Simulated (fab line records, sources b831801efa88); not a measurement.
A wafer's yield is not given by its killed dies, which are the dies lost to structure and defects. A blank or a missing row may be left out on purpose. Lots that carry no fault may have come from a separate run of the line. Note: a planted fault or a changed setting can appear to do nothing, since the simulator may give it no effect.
Code-filled problem report in 8D (eight disciplines) form    flow sfq line    the parts of the form that need people (team, actions taken, sign-off) are left out

== 1. WHAT IS WRONG ==
Wafers without a fault read 0.685 a.u., standard deviation 0.0047; oes product au at SFQ_TRILAYER_I7_VIA_BARC_OPEN_VIA_ETCH_260 reads a mean of 0.819 a.u. on 2 wafers belonging to 2 lots. Relative to the usual mean, that is a shift of +29 standard deviations.
The step: etches BARC in O2, target depth 125 nm, time 41.7 s.
Earliest sighting: wafer L164.4 on rie diel-02 at day 91 14:44. The record has a number at this step for 42 wafers belonging to 14 lots. The rule behind "out" and "out of limits": a value lying over 4 standard deviations away from the usual mean. Any other wafer with a number is counted as sound.

== 2. WHAT IT IS AND WHAT IT IS NOT ==
question                     is                            is not
which readings at this step  oes product au, run length s  drypump motor current A
which lots                   L164, L169                    L153, L154, L155, L156, L157, L158, L159, L160, L161, L172, L174, L175
which wafers of those lots   L164.4, L169.5                L164.1, L164.3, L169.1, L169.6
read on which tools          rie diel-02                   rie diel-01, rie diel-04
when                         from day 91 14:44             up to then (29 sound wafers); but 11 sound wafers of L169, L172, L174, L175 came after

== 3. THE SUSPECTS, EACH WITH WHAT RULES IT OUT ==
Counting: if a tool at a process step up to the reading ran every lot that is out, it stays a suspect. Sound lots after the first of them don't rule it out here, since some wafers of a struck lot are sound.
- rie metal-03 at SFQ_TRILAYER_M6_BARC_OPEN_METAL_ETCH_206 (etches BARC in O2, target depth 125 nm, time 41.7 s): kept. It processed each lot that is out (first: L164, day 80 13:13); up to then, its last sound lot is L157 (day 73 13:37).
- rie diel-02 at SFQ_TRILAYER_I7_VIA_BARC_OPEN_VIA_ETCH_260 (etches BARC in O2, target depth 125 nm, time 41.7 s): kept. It processed each lot that is out (first: L164, day 91 14:44); up to then, its last sound lot is L161 (day 88 18:20). Out on those wafers are its own readings of oes product au, run length s.
- rie diel-02, SFQ_TRILAYER_I7_VIA_BARC_OPEN_VIA_ETCH_260: wafers that are out in chamber 1, sound lot-mates in chambers 0, 3.
The count leaves rie diel-02 at SFQ_TRILAYER_I7_VIA_BARC_OPEN_VIA_ETCH_260 and rie metal-03 at SFQ_TRILAYER_M6_BARC_OPEN_METAL_ETCH_206.

== 4. THE CAUSE (what the simulator had put in) ==
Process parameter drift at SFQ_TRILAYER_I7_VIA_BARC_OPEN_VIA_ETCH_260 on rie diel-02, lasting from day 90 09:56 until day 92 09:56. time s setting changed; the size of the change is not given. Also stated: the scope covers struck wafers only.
This tool is one of the 2 suspects left after counting.

== 5. SEQUENCE OF EFFECTS, ordered by route ==
Rows list readings where the struck wafers' mean (over those with a number) sits beyond 3 standard deviations from the usual. Scope: only readings with a usual standard deviation given in the record; hours: median across lots of the time from each lot's start at the first step in this table that gives one to its start at this step; sigmas: change in usual standard deviations.
hours  step                                        reading         usual       on struck wafers  change  sigmas
0      SFQ_TRILAYER_I7_VIA_BARC_OPEN_VIA_ETCH_260  oes product au  0.685 a.u.  0.819             +0.134  +29
0      SFQ_TRILAYER_I7_VIA_BARC_OPEN_VIA_ETCH_260  run length s    69.9 s      60.7              -9.2    -20
Process steps it contains:
- SFQ_TRILAYER_I7_VIA_BARC_OPEN_VIA_ETCH_260: etches BARC in O2, target depth 125 nm, time 41.7 s.
Readings that are blank on the struck wafers while sound wafers have them: bias w at SFQ_TRILAYER_I7_VIA_BARC_OPEN_VIA_ETCH_260; rf fwd power W at SFQ_TRILAYER_I7_VIA_BARC_OPEN_VIA_ETCH_260.

== 6. WHAT WOULD HAVE CAUGHT IT SOONER ==
In this record no reading fell out of limits until day 91 14:44, 29 hours after the fault had begun at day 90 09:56.
